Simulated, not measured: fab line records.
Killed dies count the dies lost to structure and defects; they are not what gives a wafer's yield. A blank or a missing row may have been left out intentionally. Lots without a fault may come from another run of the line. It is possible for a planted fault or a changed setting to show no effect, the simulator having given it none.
Matching of chambers || flow sky130 || SKY_POLY_GATE_ETCH_16 on rie diel-03 has 4 sister chambers
The step etches Si3N4 in CH3F/O2, stops on poly-Si, time 147.5 s, target depth 75 nm. 14 wafers are shown with their chamber, then 7 later ones without.

## EACH WAFER AND ITS CHAMBER
{"wafer": "L383.2", "chamber": 1, "throttle valve pct (%)": 10.537, "O2_flow_sccm (sccm)": 29.91, "oes product au (a.u.)": 0.644}
{"wafer": "L383.3", "chamber": 0, "throttle valve pct (%)": 10.530, "O2_flow_sccm (sccm)": 29.97, "oes product au (a.u.)": 0.641}
{"wafer": "L383.4", "chamber": 3, "throttle valve pct (%)": 10.532, "O2_flow_sccm (sccm)": 30.00, "oes product au (a.u.)": 0.637}
{"wafer": "L384.1", "chamber": 0, "throttle valve pct (%)": 10.536, "O2_flow_sccm (sccm)": 30.01, "oes product au (a.u.)": 0.639}
{"wafer": "L384.5", "chamber": 1, "throttle valve pct (%)": 10.524, "O2_flow_sccm (sccm)": 30.10, "oes product au (a.u.)": 0.643}
{"wafer": "L384.6", "chamber": 2, "throttle valve pct (%)": 10.526, "O2_flow_sccm (sccm)": 30.16, "oes product au (a.u.)": 0.641}
{"wafer": "L392.3", "chamber": 0, "throttle valve pct (%)": 10.542, "O2_flow_sccm (sccm)": 30.02, "oes product au (a.u.)": 0.631}
{"wafer": "L392.4", "chamber": 2, "throttle valve pct (%)": 10.526, "O2_flow_sccm (sccm)": 30.02, "oes product au (a.u.)": 0.640}
{"wafer": "L392.5", "chamber": 3, "throttle valve pct (%)": 10.538, "O2_flow_sccm (sccm)": 29.91, "oes product au (a.u.)": 0.643}
{"wafer": "L400.2", "chamber": 2, "throttle valve pct (%)": 10.524, "O2_flow_sccm (sccm)": 30.00, "oes product au (a.u.)": 0.640}
{"wafer": "L400.3", "chamber": 0, "throttle valve pct (%)": 10.523, "O2_flow_sccm (sccm)": 30.12, "oes product au (a.u.)": 0.635}
{"wafer": "L400.6", "chamber": 1, "throttle valve pct (%)": 10.542, "O2_flow_sccm (sccm)": 30.04, "oes product au (a.u.)": 0.642}
{"wafer": "L402.1", "chamber": 3, "throttle valve pct (%)": 10.530, "O2_flow_sccm (sccm)": 29.97, "oes product au (a.u.)": 0.631}
{"wafer": "L402.3", "chamber": 1, "throttle valve pct (%)": 10.546, "O2_flow_sccm (sccm)": 29.93, "oes product au (a.u.)": 0.631}

SIGNATURES, as means of the wafers listed above
{"reading": "throttle valve pct", "chamber 0": 10.53275, "chamber 1": 10.53725, "chamber 2": 10.52533, "chamber 3": 10.53333, "scatter within a chamber": 0.00715}
{"reading": "O2_flow_sccm", "chamber 0": 30.0300, "chamber 1": 29.9950, "chamber 2": 30.0600, "chamber 3": 29.9600, "scatter within a chamber": 0.0749}
{"reading": "oes product au", "chamber 0": 0.63650, "chamber 1": 0.64000, "chamber 2": 0.64033, "chamber 3": 0.63700, "scatter within a chamber": 0.00492}
Rule: a wafer's distance from a chamber is the root of the sum, over the readings, of the square of ((its reading less the chamber's mean) divided by the reading's scatter). If the next closest chamber is less than 2 further off than the closest, the wafer can't be placed; otherwise it belongs to the closest. The scatter: take each reading less its chamber's mean, square it, sum over the shown wafers, divide by the number of wafers less the number of chambers, and take the root.

## WAFERS MISSING THEIR CHAMBER
{"wafer": "L402.6", "throttle valve pct (%)": 10.543, "O2_flow_sccm (sccm)": 30.14, "oes product au (a.u.)": 0.631}
{"wafer": "L405.3", "throttle valve pct (%)": 10.546, "O2_flow_sccm (sccm)": 30.02, "oes product au (a.u.)": 0.643}
{"wafer": "L405.4", "throttle valve pct (%)": 10.531, "O2_flow_sccm (sccm)": 30.07, "oes product au (a.u.)": 0.644}
{"wafer": "L405.6", "throttle valve pct (%)": 10.529, "O2_flow_sccm (sccm)": 29.93, "oes product au (a.u.)": 0.643}
{"wafer": "L406.2", "throttle valve pct (%)": 10.548, "O2_flow_sccm (sccm)": 29.97, "oes product au (a.u.)": 0.631}
{"wafer": "L406.3", "throttle valve pct (%)": 10.537, "O2_flow_sccm (sccm)": 30.01, "oes product au (a.u.)": 0.637}
{"wafer": "L406.5", "throttle valve pct (%)": 10.535, "O2_flow_sccm (sccm)": 29.97, "oes product au (a.u.)": 0.642}

## WHICH CHAMBER EACH WENT THROUGH
{"wafer": "L402.6", "from the rows above": "can't be placed: 0 or 1 or 3 or 2", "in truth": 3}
{"wafer": "L405.3", "from the rows above": "can't be placed: 1 or 0 or 3 or 2", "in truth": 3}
{"wafer": "L405.4", "from the rows above": "can't be placed: 2 or 1 or 0 or 3", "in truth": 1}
{"wafer": "L405.6", "from the rows above": "can't be placed: 3 or 1 or 2 or 0", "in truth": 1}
{"wafer": "L406.2", "from the rows above": "can't be placed: 3 or 1 or 0 or 2", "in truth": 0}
{"wafer": "L406.3", "from the rows above": "can't be placed: 1 or 0 or 3 or 2", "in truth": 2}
{"wafer": "L406.5", "from the rows above": "can't be placed: 1 or 3 or 0 or 2", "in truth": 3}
0 of 7 placed correctly. These rows do not allow placing 7 (true chamber among the candidates in 7). Number placed wrongly: 0.
